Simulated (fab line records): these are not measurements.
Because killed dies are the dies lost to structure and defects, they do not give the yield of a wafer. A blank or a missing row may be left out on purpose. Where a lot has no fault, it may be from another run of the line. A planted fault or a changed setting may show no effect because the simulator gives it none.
What tool caused it? || flow sky130 || Sampling: 24 lots, 72 wafers, 5 of 708 route steps

== WHAT THE GAUGES SHOWED, per wafer ==
SKY_CAP2M_THK_MEAS_04: measures by xrf. Usual: for CAP2M_TIN_THK the level is 196.4 nm and the standard deviation is 2.2.
{"lot": "L074", "measured": "day 39 02:20", "on": "film_metro-04", "CAP2M_TIN_THK (nm)": "195.0 195.4 196.7", "flag": ""}
{"lot": "L075", "measured": "day 39 08:27", "on": "film_metro-04", "CAP2M_TIN_THK (nm)": "195.5 196.3 196.8", "flag": ""}
{"lot": "L076", "measured": "day 39 23:36", "on": "film_metro-02", "CAP2M_TIN_THK (nm)": "193.6 193.7 192.7", "flag": ""}
{"lot": "L077", "measured": "day 40 14:13", "on": "film_metro-03", "CAP2M_TIN_THK (nm)": "197.2 198.2 196.4", "flag": ""}
{"lot": "L078", "measured": "day 40 22:04", "on": "film_metro-04", "CAP2M_TIN_THK (nm)": "198.1 197.7 197.7", "flag": ""}
{"lot": "L079", "measured": "day 40 22:46", "on": "film_metro-04", "CAP2M_TIN_THK (nm)": "197.3 196.6 198.7", "flag": ""}
{"lot": "L080", "measured": "day 41 12:58", "on": "film_metro-02", "CAP2M_TIN_THK (nm)": "194.9 196.9 197.0", "flag": ""}
{"lot": "L081", "measured": "day 41 17:33", "on": "film_metro-02", "CAP2M_TIN_THK (nm)": "195.4 198.3 196.4", "flag": ""}
{"lot": "L082", "measured": "day 41 23:44", "on": "film_metro-04", "CAP2M_TIN_THK (nm)": "198.9 197.4 199.4", "flag": ""}
{"lot": "L083", "measured": "day 42 05:26", "on": "film_metro-04", "CAP2M_TIN_THK (nm)": "197.6 198.0 196.1", "flag": ""}
{"lot": "L084", "measured": "day 42 13:50", "on": "film_metro-03", "CAP2M_TIN_THK (nm)": "194.0 197.6 195.4", "flag": ""}
{"lot": "L086", "measured": "day 42 18:09", "on": "film_metro-02", "CAP2M_TIN_THK (nm)": "197.3 196.6 196.5", "flag": ""}
{"lot": "L085", "measured": "day 43 01:46", "on": "film_metro-03", "CAP2M_TIN_THK (nm)": "196.0 197.3 197.4", "flag": ""}
{"lot": "L087", "measured": "day 43 08:06", "on": "film_metro-03", "CAP2M_TIN_THK (nm)": "198.4 197.9 198.3", "flag": ""}
{"lot": "L088", "measured": "day 43 09:59", "on": "film_metro-03", "CAP2M_TIN_THK (nm)": "195.6 194.3 194.7", "flag": ""}
{"lot": "L089", "measured": "day 43 19:14", "on": "film_metro-02", "CAP2M_TIN_THK (nm)": "194.0 194.2 195.2", "flag": ""}
{"lot": "L090", "measured": "day 44 05:00", "on": "film_metro-03", "CAP2M_TIN_THK (nm)": "197.4 194.9 196.4", "flag": ""}
{"lot": "L091", "measured": "day 44 07:11", "on": "film_metro-03", "CAP2M_TIN_THK (nm)": "199.0 200.2 197.6", "flag": ""}
{"lot": "L093", "measured": "day 46 01:48", "on": "film_metro-04", "CAP2M_TIN_THK (nm)": "197.8 199.3 199.0", "flag": ""}
{"lot": "L094", "measured": "day 46 01:14", "on": "film_metro-02", "CAP2M_TIN_THK (nm)": "190.4 190.1 191.3", "flag": ""}
{"lot": "L092", "measured": "day 46 03:11", "on": "film_metro-04", "CAP2M_TIN_THK (nm)": "200.0 199.5 200.0", "flag": ""}
{"lot": "L095", "measured": "day 46 02:54", "on": "film_metro-02", "CAP2M_TIN_THK (nm)": "193.4 193.6 195.4", "flag": ""}
{"lot": "L096", "measured": "day 46 05:35", "on": "film_metro-03", "CAP2M_TIN_THK (nm)": "197.5 198.0 196.9", "flag": ""}
{"lot": "L097", "measured": "day 46 06:52", "on": "film_metro-04", "CAP2M_TIN_THK (nm)": "194.8 196.2 199.4", "flag": ""}

== WHICH TOOL RAN EACH LOT (tool, then ch and the chambers of the sampled wafers, then the start) ==
{"lot": "L074", "SKY_VIA2_STRIP_16": "plasma_asher-02 ch 0,1, day 35 14:48", "SKY_METAL3_SPUTTER_01": "pvd_sputter-04, day 35 16:22", "SKY_METAL3_DESCUM_15": "rie_metal-01 ch 0,1, day 37 20:54", "SKY_VIA3_ETCH_14": "rie_diel-04 ch 0,2, day 39 00:18"}
{"lot": "L075", "SKY_VIA2_STRIP_16": "plasma_asher-04 ch 0,1, day 35 21:58", "SKY_METAL3_SPUTTER_01": "pvd_sputter-03, day 35 23:17", "SKY_METAL3_DESCUM_15": "rie_metal-03 ch 0,1, day 38 03:42", "SKY_VIA3_ETCH_14": "rie_diel-04 ch 1,2, day 39 06:36"}
{"lot": "L076", "SKY_VIA2_STRIP_16": "plasma_asher-03 ch 0,1, day 36 15:04", "SKY_METAL3_SPUTTER_01": "pvd_sputter-03, day 36 16:23", "SKY_METAL3_DESCUM_15": "rie_metal-03 ch 0,1, day 38 19:41", "SKY_VIA3_ETCH_14": "rie_diel-03 ch 1,3, day 39 21:45"}
{"lot": "L077", "SKY_VIA2_STRIP_16": "plasma_asher-02 ch 0,1, day 37 04:12", "SKY_METAL3_SPUTTER_01": "pvd_sputter-03, day 37 05:30", "SKY_METAL3_DESCUM_15": "rie_metal-04 ch 1, day 39 09:51", "SKY_VIA3_ETCH_14": "rie_diel-01 ch 1,3, day 40 12:13"}
{"lot": "L078", "SKY_VIA2_STRIP_16": "plasma_asher-04 ch 0,1, day 37 14:00", "SKY_METAL3_SPUTTER_01": "pvd_sputter-01, day 37 15:18", "SKY_METAL3_DESCUM_15": "rie_metal-04 ch 0,1, day 39 18:30", "SKY_VIA3_ETCH_14": "rie_diel-03 ch 1,2, day 40 20:09"}
{"lot": "L079", "SKY_VIA2_STRIP_16": "plasma_asher-03 ch 0,1, day 37 14:14", "SKY_METAL3_SPUTTER_01": "pvd_sputter-03, day 37 15:34", "SKY_METAL3_DESCUM_15": "rie_metal-01 ch 0,1, day 39 18:47", "SKY_VIA3_ETCH_14": "rie_diel-01 ch 1,2,3, day 40 20:30"}
{"lot": "L080", "SKY_VIA2_STRIP_16": "plasma_asher-03 ch 0,1, day 38 06:07", "SKY_METAL3_SPUTTER_01": "pvd_sputter-03, day 38 07:24", "SKY_METAL3_DESCUM_15": "rie_metal-04 ch 0,1, day 40 09:18", "SKY_VIA3_ETCH_14": "rie_diel-01 ch 0,2,3, day 41 11:06"}
{"lot": "L081", "SKY_VIA2_STRIP_16": "plasma_asher-02 ch 0,1, day 38 12:00", "SKY_METAL3_SPUTTER_01": "pvd_sputter-04, day 38 13:22", "SKY_METAL3_DESCUM_15": "rie_metal-01 ch 0,1, day 40 14:44", "SKY_VIA3_ETCH_14": "rie_diel-03 ch 1,2, day 41 15:39"}
{"lot": "L082", "SKY_VIA2_STRIP_16": "plasma_asher-02 ch 0,1, day 38 16:46", "SKY_METAL3_SPUTTER_01": "pvd_sputter-04, day 38 18:15", "SKY_METAL3_DESCUM_15": "rie_metal-01 ch 0,1, day 40 20:44", "SKY_VIA3_ETCH_14": "rie_diel-01 ch 1,2,3, day 41 21:54"}
{"lot": "L083", "SKY_VIA2_STRIP_16": "plasma_asher-03 ch 0,1, day 38 22:41", "SKY_METAL3_SPUTTER_01": "pvd_sputter-04, day 38 23:56", "SKY_METAL3_DESCUM_15": "rie_metal-01 ch 0,1, day 41 02:22", "SKY_VIA3_ETCH_14": "rie_diel-03 ch 1,2, day 42 03:36"}
{"lot": "L084", "SKY_VIA2_STRIP_16": "plasma_asher-03 ch 0,1, day 39 08:57", "SKY_METAL3_SPUTTER_01": "pvd_sputter-01, day 39 10:14", "SKY_METAL3_DESCUM_15": "rie_metal-04 ch 0,1, day 41 11:09", "SKY_VIA3_ETCH_14": "rie_diel-04 ch 0,1,2, day 42 12:00"}
{"lot": "L086", "SKY_VIA2_STRIP_16": "plasma_asher-02 ch 0,1, day 39 13:19", "SKY_METAL3_SPUTTER_01": "pvd_sputter-04, day 39 14:37", "SKY_METAL3_DESCUM_15": "rie_metal-01 ch 0,1, day 41 15:15", "SKY_VIA3_ETCH_14": "rie_diel-01 ch 0, day 42 16:14"}
{"lot": "L085", "SKY_VIA2_STRIP_16": "plasma_asher-04 ch 0,1, day 39 15:00", "SKY_METAL3_SPUTTER_01": "pvd_sputter-04, day 39 16:17", "SKY_METAL3_DESCUM_15": "rie_metal-01 ch 0,1, day 41 18:06", "SKY_VIA3_ETCH_14": "rie_diel-01 ch 1,3, day 42 19:53"}
{"lot": "L087", "SKY_VIA2_STRIP_16": "plasma_asher-04 ch 0,1, day 40 03:45", "SKY_METAL3_SPUTTER_01": "pvd_sputter-01, day 40 05:08", "SKY_METAL3_DESCUM_15": "rie_metal-03 ch 0,1, day 42 05:39", "SKY_VIA3_ETCH_14": "rie_diel-01 ch 0,1,3, day 43 06:14"}
{"lot": "L088", "SKY_VIA2_STRIP_16": "plasma_asher-02 ch 0,1, day 40 05:22", "SKY_METAL3_SPUTTER_01": "pvd_sputter-04, day 40 06:38", "SKY_METAL3_DESCUM_15": "rie_metal-03 ch 0,1, day 42 07:17", "SKY_VIA3_ETCH_14": "rie_diel-01 ch 0,1,3, day 43 07:51"}
{"lot": "L089", "SKY_VIA2_STRIP_16": "plasma_asher-03 ch 0,1, day 40 16:04", "SKY_METAL3_SPUTTER_01": "pvd_sputter-01, day 40 17:25", "SKY_METAL3_DESCUM_15": "rie_metal-01 ch 0,1, day 42 17:24", "SKY_VIA3_ETCH_14": "rie_diel-01 ch 0,1, day 43 17:24"}
{"lot": "L090", "SKY_VIA2_STRIP_16": "plasma_asher-02 ch 0,1, day 41 02:29", "SKY_METAL3_SPUTTER_01": "pvd_sputter-03, day 41 03:48", "SKY_METAL3_DESCUM_15": "rie_metal-01 ch 0,1, day 43 03:15", "SKY_VIA3_ETCH_14": "rie_diel-04 ch 1,2, day 44 03:09"}
{"lot": "L091", "SKY_VIA2_STRIP_16": "plasma_asher-03 ch 0,1, day 41 04:08", "SKY_METAL3_SPUTTER_01": "pvd_sputter-03, day 41 05:34", "SKY_METAL3_DESCUM_15": "rie_metal-03 ch 0,1, day 43 05:18", "SKY_VIA3_ETCH_14": "rie_diel-03 ch 0,1, day 44 05:20"}
{"lot": "L093", "SKY_VIA2_STRIP_16": "plasma_asher-02 ch 0,1, day 43 01:23", "SKY_METAL3_SPUTTER_01": "pvd_sputter-01, day 43 04:17", "SKY_METAL3_DESCUM_15": "rie_metal-04 ch 0,1, day 45 00:25", "SKY_VIA3_ETCH_14": "rie_diel-04 ch 0,1, day 45 23:56"}
{"lot": "L094", "SKY_VIA2_STRIP_16": "plasma_asher-03 ch 0,1, day 43 01:57", "SKY_METAL3_SPUTTER_01": "pvd_sputter-04, day 43 04:35", "SKY_METAL3_DESCUM_15": "rie_metal-04 ch 0,1, day 45 00:48", "SKY_VIA3_ETCH_14": "rie_diel-03 ch 1,2,3, day 45 23:24"}
{"lot": "L092", "SKY_VIA2_STRIP_16": "plasma_asher-02 ch 0,1, day 43 02:28", "SKY_METAL3_SPUTTER_01": "pvd_sputter-03, day 43 04:36", "SKY_METAL3_DESCUM_15": "rie_metal-04 ch 0,1, day 45 02:24", "SKY_VIA3_ETCH_14": "rie_diel-01 ch 1,2, day 46 01:20"}
{"lot": "L095", "SKY_VIA2_STRIP_16": "plasma_asher-03 ch 0,1, day 43 03:25", "SKY_METAL3_SPUTTER_01": "pvd_sputter-04, day 43 04:53", "SKY_METAL3_DESCUM_15": "rie_metal-03 ch 0, day 45 02:36", "SKY_VIA3_ETCH_14": "rie_diel-04 ch 2,3, day 46 00:59"}
{"lot": "L096", "SKY_VIA2_STRIP_16": "plasma_asher-02 ch 0,1, day 43 06:00", "SKY_METAL3_SPUTTER_01": "pvd_sputter-01, day 43 07:17", "SKY_METAL3_DESCUM_15": "rie_metal-01 ch 0,1, day 45 05:09", "SKY_VIA3_ETCH_14": "rie_diel-03 ch 0,1,2, day 46 03:43"}
{"lot": "L097", "SKY_VIA2_STRIP_16": "plasma_asher-04 ch 0,1, day 43 09:17", "SKY_METAL3_SPUTTER_01": "pvd_sputter-04, day 43 10:34", "SKY_METAL3_DESCUM_15": "rie_metal-03 ch 0,1, day 45 06:37", "SKY_VIA3_ETCH_14": "rie_diel-04 ch 0,1,3, day 46 05:00"}
- SKY_VIA2_STRIP_16: strips in O2/N2.
- SKY_METAL3_SPUTTER_01: material TiN, target thk 20 nm, time 16.7 s.
- SKY_METAL3_DESCUM_15: chemistry O2, time 8 s.
- SKY_VIA3_ETCH_14: etches BARC in N2/H2, stops on SiO2, time 45.9 s, target depth 60 nm.

== AS READ BY THE TOOLS THEMSELVES (means over the sampled wafers that have a number; for cases with no such wafer, the mark the record gives instead) ==
SKY_VIA2_STRIP_16. Usual: drypump_motor_current_A 5.8 A, standard deviation 0.43; oes_product_au 0.399 a.u., standard deviation 0.0046; strip_time_to_endpoint_s 4.043 s, standard deviation 0.026.
{"lot": "L074", "tool": "plasma_asher-02", "drypump_motor_current_A (A)": 5.8, "oes_product_au (a.u.)": 0.398, "strip_time_to_endpoint_s (s)": 4.070, "flag": ""}
{"lot": "L075", "tool": "plasma_asher-04", "drypump_motor_current_A (A)": 6.0, "oes_product_au (a.u.)": 0.402, "strip_time_to_endpoint_s (s)": 4.056, "flag": ""}
{"lot": "L076", "tool": "plasma_asher-03", "drypump_motor_current_A (A)": 5.3, "oes_product_au (a.u.)": 0.398, "strip_time_to_endpoint_s (s)": 4.045, "flag": ""}
{"lot": "L077", "tool": "plasma_asher-02", "drypump_motor_current_A (A)": 5.8, "oes_product_au (a.u.)": 0.403, "strip_time_to_endpoint_s (s)": 4.042, "flag": ""}
{"lot": "L078", "tool": "plasma_asher-04", "drypump_motor_current_A (A)": 6.1, "oes_product_au (a.u.)": 0.394, "strip_time_to_endpoint_s (s)": 4.045, "flag": ""}
{"lot": "L079", "tool": "plasma_asher-03", "drypump_motor_current_A (A)": 5.7, "oes_product_au (a.u.)": 0.396, "strip_time_to_endpoint_s (s)": 4.032, "flag": ""}
{"lot": "L080", "tool": "plasma_asher-03", "drypump_motor_current_A (A)": 5.3, "oes_product_au (a.u.)": 0.395, "strip_time_to_endpoint_s (s)": 4.038, "flag": ""}
{"lot": "L081", "tool": "plasma_asher-02", "drypump_motor_current_A (A)": 6.0, "oes_product_au (a.u.)": 0.402, "strip_time_to_endpoint_s (s)": 4.041, "flag": ""}
{"lot": "L082", "tool": "plasma_asher-02", "drypump_motor_current_A (A)": 5.8, "oes_product_au (a.u.)": 0.402, "strip_time_to_endpoint_s (s)": 4.038, "flag": ""}
{"lot": "L083", "tool": "plasma_asher-03", "drypump_motor_current_A (A)": 5.3, "oes_product_au (a.u.)": 0.400, "strip_time_to_endpoint_s (s)": 4.060, "flag": ""}
{"lot": "L084", "tool": "plasma_asher-03", "drypump_motor_current_A (A)": 5.4, "oes_product_au (a.u.)": 0.401, "strip_time_to_endpoint_s (s)": 4.030, "flag": ""}
{"lot": "L086", "tool": "plasma_asher-02", "drypump_motor_current_A (A)": 5.9, "oes_product_au (a.u.)": 0.394, "strip_time_to_endpoint_s (s)": 4.026, "flag": ""}
{"lot": "L085", "tool": "plasma_asher-04", "drypump_motor_current_A (A)": 6.0, "oes_product_au (a.u.)": 0.398, "strip_time_to_endpoint_s (s)": 4.049, "flag": ""}
{"lot": "L087", "tool": "plasma_asher-04", "drypump_motor_current_A (A)": 6.1, "oes_product_au (a.u.)": 0.397, "strip_time_to_endpoint_s (s)": 4.029, "flag": ""}
{"lot": "L088", "tool": "plasma_asher-02", "drypump_motor_current_A (A)": 5.9, "oes_product_au (a.u.)": 0.398, "strip_time_to_endpoint_s (s)": 4.032, "flag": ""}
{"lot": "L089", "tool": "plasma_asher-03", "drypump_motor_current_A (A)": 5.7, "oes_product_au (a.u.)": 0.401, "strip_time_to_endpoint_s (s)": 4.043, "flag": ""}
{"lot": "L090", "tool": "plasma_asher-02", "drypump_motor_current_A (A)": 5.9, "oes_product_au (a.u.)": 0.394, "strip_time_to_endpoint_s (s)": 4.024, "flag": ""}
{"lot": "L091", "tool": "plasma_asher-03", "drypump_motor_current_A (A)": 5.3, "oes_product_au (a.u.)": 0.400, "strip_time_to_endpoint_s (s)": 4.086, "flag": ""}
{"lot": "L093", "tool": "plasma_asher-02", "drypump_motor_current_A (A)": 6.0, "oes_product_au (a.u.)": 0.401, "strip_time_to_endpoint_s (s)": 4.008, "flag": ""}
{"lot": "L094", "tool": "plasma_asher-03", "drypump_motor_current_A (A)": 5.7, "oes_product_au (a.u.)": 0.397, "strip_time_to_endpoint_s (s)": 4.061, "flag": ""}
{"lot": "L092", "tool": "plasma_asher-02", "drypump_motor_current_A (A)": 5.9, "oes_product_au (a.u.)": 0.400, "strip_time_to_endpoint_s (s)": 4.029, "flag": ""}
{"lot": "L095", "tool": "plasma_asher-03", "drypump_motor_current_A (A)": 5.3, "oes_product_au (a.u.)": 0.399, "strip_time_to_endpoint_s (s)": 4.068, "flag": ""}
{"lot": "L096", "tool": "plasma_asher-02", "drypump_motor_current_A (A)": 5.9, "oes_product_au (a.u.)": 0.400, "strip_time_to_endpoint_s (s)": 4.027, "flag": ""}
{"lot": "L097", "tool": "plasma_asher-04", "drypump_motor_current_A (A)": 6.0, "oes_product_au (a.u.)": 0.399, "strip_time_to_endpoint_s (s)": 4.022, "flag": ""}

SKY_METAL3_SPUTTER_01. Usual: 29.9 % for throttle_valve_pct, sd 1.2.
{"lot": "L074", "tool": "pvd_sputter-04", "throttle_valve_pct (%)": 29.9, "flag": ""}
{"lot": "L075", "tool": "pvd_sputter-03", "throttle_valve_pct (%)": 29.7, "flag": ""}
{"lot": "L076", "tool": "pvd_sputter-03", "throttle_valve_pct (%)": 30.2, "flag": ""}
{"lot": "L077", "tool": "pvd_sputter-03", "throttle_valve_pct (%)": 28.7, "flag": ""}
{"lot": "L078", "tool": "pvd_sputter-01", "throttle_valve_pct (%)": 30.0, "flag": ""}
{"lot": "L079", "tool": "pvd_sputter-03", "throttle_valve_pct (%)": 28.8, "flag": ""}
{"lot": "L080", "tool": "pvd_sputter-03", "throttle_valve_pct (%)": 30.2, "flag": ""}
{"lot": "L081", "tool": "pvd_sputter-04", "throttle_valve_pct (%)": 30.4, "flag": ""}
{"lot": "L082", "tool": "pvd_sputter-04", "throttle_valve_pct (%)": 30.1, "flag": ""}
{"lot": "L083", "tool": "pvd_sputter-04", "throttle_valve_pct (%)": 30.1, "flag": ""}
{"lot": "L084", "tool": "pvd_sputter-01", "throttle_valve_pct (%)": 30.7, "flag": ""}
{"lot": "L086", "tool": "pvd_sputter-04", "throttle_valve_pct (%)": 29.4, "flag": ""}
{"lot": "L085", "tool": "pvd_sputter-04", "throttle_valve_pct (%)": 29.1, "flag": ""}
{"lot": "L087", "tool": "pvd_sputter-01", "throttle_valve_pct (%)": 30.0, "flag": ""}
{"lot": "L088", "tool": "pvd_sputter-04", "throttle_valve_pct (%)": 30.3, "flag": ""}
{"lot": "L089", "tool": "pvd_sputter-01", "throttle_valve_pct (%)": 30.1, "flag": ""}
{"lot": "L090", "tool": "pvd_sputter-03", "throttle_valve_pct (%)": 30.1, "flag": ""}
{"lot": "L091", "tool": "pvd_sputter-03", "throttle_valve_pct (%)": 30.8, "flag": ""}
{"lot": "L093", "tool": "pvd_sputter-01", "throttle_valve_pct (%)": 30.7, "flag": ""}
{"lot": "L094", "tool": "pvd_sputter-04", "throttle_valve_pct (%)": 30.4, "flag": ""}
{"lot": "L092", "tool": "pvd_sputter-03", "throttle_valve_pct (%)": 30.2, "flag": ""}
{"lot": "L095", "tool": "pvd_sputter-04", "throttle_valve_pct (%)": 29.6, "flag": ""}
{"lot": "L096", "tool": "pvd_sputter-01", "throttle_valve_pct (%)": 30.5, "flag": ""}
{"lot": "L097", "tool": "pvd_sputter-04", "throttle_valve_pct (%)": 29.5, "flag": ""}

SKY_METAL3_DESCUM_15. Usual: drypump_motor_current_A 5.5 A, standard deviation 0.54; oes_product_au 1.003 a.u., standard deviation 0.0059.
{"lot": "L074", "tool": "rie_metal-01", "drypump_motor_current_A (A)": 5.5, "oes_product_au (a.u.)": 0.999, "flag": ""}
{"lot": "L075", "tool": "rie_metal-03", "drypump_motor_current_A (A)": 5.8, "oes_product_au (a.u.)": 1.004, "flag": ""}
{"lot": "L076", "tool": "rie_metal-03", "drypump_motor_current_A (A)": 5.8, "oes_product_au (a.u.)": 1.002, "flag": ""}
{"lot": "L077", "tool": "rie_metal-04", "drypump_motor_current_A (A)": 5.1, "oes_product_au (a.u.)": 1.007, "flag": ""}
{"lot": "L078", "tool": "rie_metal-04", "drypump_motor_current_A (A)": 5.6, "oes_product_au (a.u.)": 1.006, "flag": ""}
{"lot": "L079", "tool": "rie_metal-01", "drypump_motor_current_A (A)": 5.3, "oes_product_au (a.u.)": 1.005, "flag": ""}
{"lot": "L080", "tool": "rie_metal-04", "drypump_motor_current_A (A)": 5.6, "oes_product_au (a.u.)": 1.007, "flag": ""}
{"lot": "L081", "tool": "rie_metal-01", "drypump_motor_current_A (A)": 5.3, "oes_product_au (a.u.)": 1.001, "flag": ""}
{"lot": "L082", "tool": "rie_metal-01", "drypump_motor_current_A (A)": 5.3, "oes_product_au (a.u.)": 1.005, "flag": ""}
{"lot": "L083", "tool": "rie_metal-01", "drypump_motor_current_A (A)": 5.3, "oes_product_au (a.u.)": 1.001, "flag": ""}
{"lot": "L084", "tool": "rie_metal-04", "drypump_motor_current_A (A)": 5.6, "oes_product_au (a.u.)": 1.009, "flag": ""}
{"lot": "L086", "tool": "rie_metal-01", "drypump_motor_current_A (A)": 5.3, "oes_product_au (a.u.)": 1.001, "flag": ""}
{"lot": "L085", "tool": "rie_metal-01", "drypump_motor_current_A (A)": 5.3, "oes_product_au (a.u.)": 1.005, "flag": ""}
{"lot": "L087", "tool": "rie_metal-03", "drypump_motor_current_A (A)": 5.3, "oes_product_au (a.u.)": 1.002, "flag": ""}
{"lot": "L088", "tool": "rie_metal-03", "drypump_motor_current_A (A)": 5.3, "oes_product_au (a.u.)": 1.006, "flag": ""}
{"lot": "L089", "tool": "rie_metal-01", "drypump_motor_current_A (A)": 5.3, "oes_product_au (a.u.)": 1.003, "flag": ""}
{"lot": "L090", "tool": "rie_metal-01", "drypump_motor_current_A (A)": 5.4, "oes_product_au (a.u.)": 1.005, "flag": ""}
{"lot": "L091", "tool": "rie_metal-03", "drypump_motor_current_A (A)": 5.8, "oes_product_au (a.u.)": 1.002, "flag": ""}
{"lot": "L093", "tool": "rie_metal-04", "drypump_motor_current_A (A)": 5.4, "oes_product_au (a.u.)": 1.007, "flag": ""}
{"lot": "L094", "tool": "rie_metal-04", "drypump_motor_current_A (A)": 5.6, "oes_product_au (a.u.)": 1.005, "flag": ""}
{"lot": "L092", "tool": "rie_metal-04", "drypump_motor_current_A (A)": 5.6, "oes_product_au (a.u.)": 1.002, "flag": ""}
{"lot": "L095", "tool": "rie_metal-03", "drypump_motor_current_A (A)": 6.4, "oes_product_au (a.u.)": 1.005, "flag": ""}
{"lot": "L096", "tool": "rie_metal-01", "drypump_motor_current_A (A)": 5.6, "oes_product_au (a.u.)": 1.000, "flag": ""}
{"lot": "L097", "tool": "rie_metal-03", "drypump_motor_current_A (A)": 5.3, "oes_product_au (a.u.)": 1.004, "flag": ""}

SKY_VIA3_ETCH_14. Usual: drypump_motor_current_A 5.9 A, standard deviation 0.33; oes_product_au 0.854 a.u., standard deviation 0.0045; throttle_valve_pct 13.224 %, standard deviation 0.0088.
{"lot": "L074", "tool": "rie_diel-04", "drypump_motor_current_A (A)": 6.0, "oes_product_au (a.u.)": 0.856, "throttle_valve_pct (%)": 13.221, "flag": ""}
{"lot": "L075", "tool": "rie_diel-04", "drypump_motor_current_A (A)": 5.7, "oes_product_au (a.u.)": 0.851, "throttle_valve_pct (%)": 13.222, "flag": ""}
{"lot": "L076", "tool": "rie_diel-03", "drypump_motor_current_A (A)": 5.7, "oes_product_au (a.u.)": 0.855, "throttle_valve_pct (%)": 13.226, "flag": ""}
{"lot": "L077", "tool": "rie_diel-01", "drypump_motor_current_A (A)": 5.8, "oes_product_au (a.u.)": 0.853, "throttle_valve_pct (%)": 13.228, "flag": ""}
{"lot": "L078", "tool": "rie_diel-03", "drypump_motor_current_A (A)": 6.0, "oes_product_au (a.u.)": 0.851, "throttle_valve_pct (%)": 13.229, "flag": ""}
{"lot": "L079", "tool": "rie_diel-01", "drypump_motor_current_A (A)": 6.0, "oes_product_au (a.u.)": 0.858, "throttle_valve_pct (%)": 13.216, "flag": ""}
{"lot": "L080", "tool": "rie_diel-01", "drypump_motor_current_A (A)": 5.8, "oes_product_au (a.u.)": 0.853, "throttle_valve_pct (%)": 13.234, "flag": ""}
{"lot": "L081", "tool": "rie_diel-03", "drypump_motor_current_A (A)": 6.0, "oes_product_au (a.u.)": 0.855, "throttle_valve_pct (%)": 13.227, "flag": ""}
{"lot": "L082", "tool": "rie_diel-01", "drypump_motor_current_A (A)": 6.0, "oes_product_au (a.u.)": 0.852, "throttle_valve_pct (%)": 13.220, "flag": ""}
{"lot": "L083", "tool": "rie_diel-03", "drypump_motor_current_A (A)": 6.0, "oes_product_au (a.u.)": 0.859, "throttle_valve_pct (%)": 13.226, "flag": ""}
{"lot": "L084", "tool": "rie_diel-04", "drypump_motor_current_A (A)": 5.8, "oes_product_au (a.u.)": 0.855, "throttle_valve_pct (%)": 13.229, "flag": ""}
{"lot": "L086", "tool": "rie_diel-01", "drypump_motor_current_A (A)": 5.5, "oes_product_au (a.u.)": 0.852, "throttle_valve_pct (%)": 13.213, "flag": ""}
{"lot": "L085", "tool": "rie_diel-01", "drypump_motor_current_A (A)": 5.9, "oes_product_au (a.u.)": 0.854, "throttle_valve_pct (%)": 13.218, "flag": ""}
{"lot": "L087", "tool": "rie_diel-01", "drypump_motor_current_A (A)": 5.7, "oes_product_au (a.u.)": 0.854, "throttle_valve_pct (%)": 13.229, "flag": ""}
{"lot": "L088", "tool": "rie_diel-01", "drypump_motor_current_A (A)": 5.7, "oes_product_au (a.u.)": 0.855, "throttle_valve_pct (%)": 13.220, "flag": ""}
{"lot": "L089", "tool": "rie_diel-01", "drypump_motor_current_A (A)": 5.7, "oes_product_au (a.u.)": 0.855, "throttle_valve_pct (%)": 13.223, "flag": ""}
{"lot": "L090", "tool": "rie_diel-04", "drypump_motor_current_A (A)": 6.0, "oes_product_au (a.u.)": 0.854, "throttle_valve_pct (%)": 13.216, "flag": ""}
{"lot": "L091", "tool": "rie_diel-03", "drypump_motor_current_A (A)": 5.8, "oes_product_au (a.u.)": 0.850, "throttle_valve_pct (%)": 13.231, "flag": ""}
{"lot": "L093", "tool": "rie_diel-04", "drypump_motor_current_A (A)": 5.5, "oes_product_au (a.u.)": 0.852, "throttle_valve_pct (%)": 13.219, "flag": ""}
{"lot": "L094", "tool": "rie_diel-03", "drypump_motor_current_A (A)": 5.9, "oes_product_au (a.u.)": 0.849, "throttle_valve_pct (%)": 13.218, "flag": ""}
{"lot": "L092", "tool": "rie_diel-01", "drypump_motor_current_A (A)": 6.1, "oes_product_au (a.u.)": 0.860, "throttle_valve_pct (%)": 13.231, "flag": ""}
{"lot": "L095", "tool": "rie_diel-04", "drypump_motor_current_A (A)": 6.1, "oes_product_au (a.u.)": 0.851, "throttle_valve_pct (%)": 13.218, "flag": ""}
{"lot": "L096", "tool": "rie_diel-03", "drypump_motor_current_A (A)": 6.0, "oes_product_au (a.u.)": 0.849, "throttle_valve_pct (%)": 13.221, "flag": ""}
{"lot": "L097", "tool": "rie_diel-04", "drypump_motor_current_A (A)": 5.7, "oes_product_au (a.u.)": 0.855, "throttle_valve_pct (%)": 13.225, "flag": ""}

== THE ANSWER, worked out from the rows above alone ==
Rule: a lot is off if the mean of its wafers that have a number lies more than 3 standard deviations from the usual mean. Also off: a lot with no number at a reading for which 4 or more lots have one. The other lots that the step has rows for count as sound. Order of review: gauges by route order, followed by the tools' own readings, for which a lot's mean as printed above is used. At the first step where some lot is off, the reading lying furthest off is the one used; lots without a number count as furthest.
No lot is off at any reading shown: from this, nothing can be told.

== WHAT THE SIMULATOR PUT IN ==
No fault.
